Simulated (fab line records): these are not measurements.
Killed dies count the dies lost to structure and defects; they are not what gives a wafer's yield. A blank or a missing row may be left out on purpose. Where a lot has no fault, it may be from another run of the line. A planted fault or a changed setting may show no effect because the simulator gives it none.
Which of the tools did it? -- flow sky130 -- 12 lots, 36 wafers sampled, at 3 steps of a route of 708

## WHAT THE GAUGES READ, wafer by wafer
SKY_FIELD_ISO_THK_MEAS_25. Usual: FIELD_ISO_CVD_24_THK 594 nm, standard deviation 6.1.
lot,measured,on,FIELD_ISO_CVD_24_THK (nm),flag
L413,day 2 11:20,filmMetro-03,594 583 587,
L414,day 2 11:20,filmMetro-04,579 592 598,
L415,day 2 23:11,filmMetro-02,602 590 591,
L416,day 2 23:56,filmMetro-03,595 591 591,
L418,day 3 10:39,filmMetro-04,583 586 595,
L420,day 3 17:29,filmMetro-02,594 591 589,
L422,day 4 08:32,filmMetro-03,598 586 584,
L425,day 4 22:34,filmMetro-03,595 597 605,
L428,day 5 14:06,filmMetro-04,595 595 590,
L434,day 6 22:00,filmMetro-03,601 599 583,
L435,day 7 09:26,filmMetro-03,588 601 591,
L436,day 7 09:26,filmMetro-04,591 608 597,

SKY_NWELL_RS_MEAS_31: measures by four-point-probe. Usual: PWDE_RS 5273 ohm/sq, standard deviation 18.
lot,measured,on,PWDE_RS (ohm/sq),flag
L413,day 5 11:14,filmMetro-04,5260 5265 5256,
L414,day 5 10:55,filmMetro-01,5272 5281 5297,
L415,day 6 02:29,filmMetro-04,5252 5265 5275,
L416,day 6 03:14,filmMetro-01,5325 5293 5309,
L418,day 6 16:23,filmMetro-04,5253 5231 5259,
L420,day 6 23:28,filmMetro-04,5271 5276 5287,
L422,day 7 13:17,filmMetro-01,5288 5292 5290,
L425,day 8 08:52,filmMetro-04,5264 5261 5257,
L428,day 9 00:26,filmMetro-01,5286 5296 5278,
L434,day 11 01:28,filmMetro-04,5272 5287 5297,
L435,day 11 13:40,filmMetro-04,5273 5267 5274,
L436,day 11 13:12,filmMetro-02,5277 5267 5264,

## WHICH TOOL RAN EACH LOT (tool, then ch and the chambers of the sampled wafers, then the start)
lot,SKY_FIELD_ISO_ETCH_17
L413,"rieSi-02 ch 2,3, day 2 08:47"
L414,"rieSi-01 ch 0,1,3, day 2 09:08"
L415,"rieSi-02 ch 1,2, day 2 21:32"
L416,"rieSi-01 ch 1,2, day 2 22:11"
L418,"rieSi-02 ch 1,2,3, day 3 06:34"
L420,"rieSi-02 ch 0,1,2, day 3 15:50"
L422,"rieSi-01 ch 1,2,3, day 4 06:53"
L425,"rieSi-01 ch 0,1,2, day 4 19:57"
L428,"rieSi-02 ch 0,1,3, day 5 12:26"
L434,"rieSi-02 ch 1,2,3, day 6 17:43"
L435,"rieSi-02 ch 1,2, day 7 02:23"
L436,"rieSi-01 ch 0,1,3, day 7 04:46"
- SKY_FIELD_ISO_ETCH_17: etches Si in HBr/Cl2/O2, target depth 342 nm, time 97.7 s.

## WHAT THE TOOLS THEMSELVES READ (means of the sampled wafers that have a number; where no wafer has one, the mark that the record gives instead)
SKY_FIELD_ISO_ETCH_17. Usual: drypumpMotorCurrentA 5.8 A, standard deviation 0.54; oesProductAu 0.994 a.u., standard deviation 0.0099; throttleValvePct 25.660 %, standard deviation 0.011.
lot,tool,drypumpMotorCurrentA (A),oesProductAu (a.u.),throttleValvePct (%),flag
L413,rieSi-02,5.6,0.984,25.669,
L414,rieSi-01,5.9,1.005,25.655,
L415,rieSi-02,5.3,0.984,25.669,
L416,rieSi-01,5.7,0.994,25.663,
L418,rieSi-02,5.8,0.989,25.666,
L420,rieSi-02,5.6,0.990,25.658,
L422,rieSi-01,6.0,1.007,25.653,
L425,rieSi-01,5.6,1.008,25.657,
L428,rieSi-02,6.0,0.991,25.665,
L434,rieSi-02,5.8,0.995,25.659,
L435,rieSi-02,5.4,0.985,25.656,
L436,rieSi-01,5.9,1.001,25.650,

## THE ANSWER, worked out from the rows above alone
Rule: a lot is off if the mean of its wafers that have a number lies more than 3 standard deviations from the usual mean. Also off: a lot with no number at a reading for which 4 or more lots have one. The other lots that the step has rows for count as sound. First the gauges in route order, then the tools' own readings, where a lot's mean is used as printed above. At the first step where some lot is off, the reading lying furthest off is the one used; lots without a number count as furthest.
Across all readings shown, no lot is off: no conclusion can be drawn from this.

## WHAT THE SIMULATOR PUT IN
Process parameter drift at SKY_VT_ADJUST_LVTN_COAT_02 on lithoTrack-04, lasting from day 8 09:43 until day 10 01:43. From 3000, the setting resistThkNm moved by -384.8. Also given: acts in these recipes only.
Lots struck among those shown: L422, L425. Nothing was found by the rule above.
